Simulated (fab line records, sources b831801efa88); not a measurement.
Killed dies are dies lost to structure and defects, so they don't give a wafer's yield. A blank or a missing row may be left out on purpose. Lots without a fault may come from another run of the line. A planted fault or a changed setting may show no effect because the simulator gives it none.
Problem report in the 8D (eight disciplines) form, filled by code | flow sky130 | the parts of the form that need people (team, actions taken, sign-off) are left out

1. THE PROBLEM
cathode_dc_power_W at SKY_METAL1_SPUTTER_03 reads a mean of 3073.9 W on 1 wafer of 1 lot; wafers without a fault read 2999.9 W with a standard deviation of 0.56. That is +99 or more standard deviations from the usual mean.
The step: material Ti, target thk 5 nm, time 3.3 s.
First seen on wafer L125.3, day 38 02:40, on pvd_sputter-01. The record holds 36 wafers of 12 lots with a number at this step. Rule for "out", or "out of limits": more than 4 standard deviations from the usual mean. The other wafers with a number count as sound.

2. WHAT IT IS AND WHAT IT IS NOT
question                    | is                 | is not
which readings at this step | cathode_dc_power_W | throttle_valve_pct
which lots                  | L125               | L105, L106, L107, L110, L113, L114, L115, L117, L118, L119, L128
which wafers of those lots  | L125.3             | L125.1, L125.2
read on which tools         | pvd_sputter-01     | pvd_sputter-03, pvd_sputter-04
when                        | from day 38 02:40  | up to then (32 sound wafers); but 3 sound wafers of L128 came after

3. SUSPECTS, AND WHAT RULES EACH OUT
Counting: a tool at a process step up to the reading stays a suspect if it ran every lot that is out. Sound lots after the first of them don't rule it out here, since some wafers of a struck lot are sound.
- rie_diel-03 at SKY_CONTACT_ETCH_16 (etches BARC in N2/H2, stops on SiO2, time 45.9 s, target depth 60 nm): kept. It ran the lot that is out, L125 (day 38 00:53); its last sound lot up to then is L119 (day 36 02:48).
- cmp-01 at SKY_CONTACT_CMP_27 (polishes, stops on SiO2, t overpolish 15 s, target thk 0 nm): kept. It ran the lot that is out, L125 (day 38 02:18); its last sound lot up to then is L118 (day 35 23:10).
- pvd_sputter-01 at SKY_METAL1_SPUTTER_03 (material Ti, target thk 5 nm, time 3.3 s): kept. It ran the lot that is out, L125 (day 38 02:40); its last sound lot up to then is L119 (day 36 04:27). Its own readings are out on those wafers: cathode_dc_power_W.
- Within rie_diel-03 at SKY_CONTACT_ETCH_16: the wafers that are out ran in chamber 1; their sound lot-mates ran in chambers 0, 2.
- Within cmp-01 at SKY_CONTACT_CMP_27: the wafers that are out ran in chamber 3; their sound lot-mates ran in chambers 0, 2.
Left after counting: rie_diel-03 at SKY_CONTACT_ETCH_16, cmp-01 at SKY_CONTACT_CMP_27, pvd_sputter-01 at SKY_METAL1_SPUTTER_03.

4. THE CAUSE (what the simulator had put in)
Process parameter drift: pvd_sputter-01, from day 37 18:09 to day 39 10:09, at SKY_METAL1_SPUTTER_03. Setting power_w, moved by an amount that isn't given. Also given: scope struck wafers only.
Counting left 3 suspects, and this tool is among them.

5. THE CHAIN OF EFFECTS, in route order
Each row: a reading whose mean over the struck wafers that have a number lies more than 3 standard deviations from the usual. Only readings for which the record gives a usual standard deviation are gone through. hours: the time from each lot's start at the first step in this table that gives one to its start at this step, as a median over the lots. sigmas: the change in usual standard deviations.
hours | step                  | reading            | usual    | on struck wafers | change | sigmas
0     | SKY_METAL1_SPUTTER_03 | cathode_dc_power_W | 2999.9 W | 3073.9           | +74.0  | +99 or more
The process steps in it:
- SKY_METAL1_SPUTTER_03: material Ti, target thk 5 nm, time 3.3 s.

6. WHAT WOULD HAVE CAUGHT IT SOONER
In this record the first reading out of limits was taken at day 38 02:40, 9 hours after the fault began at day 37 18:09.
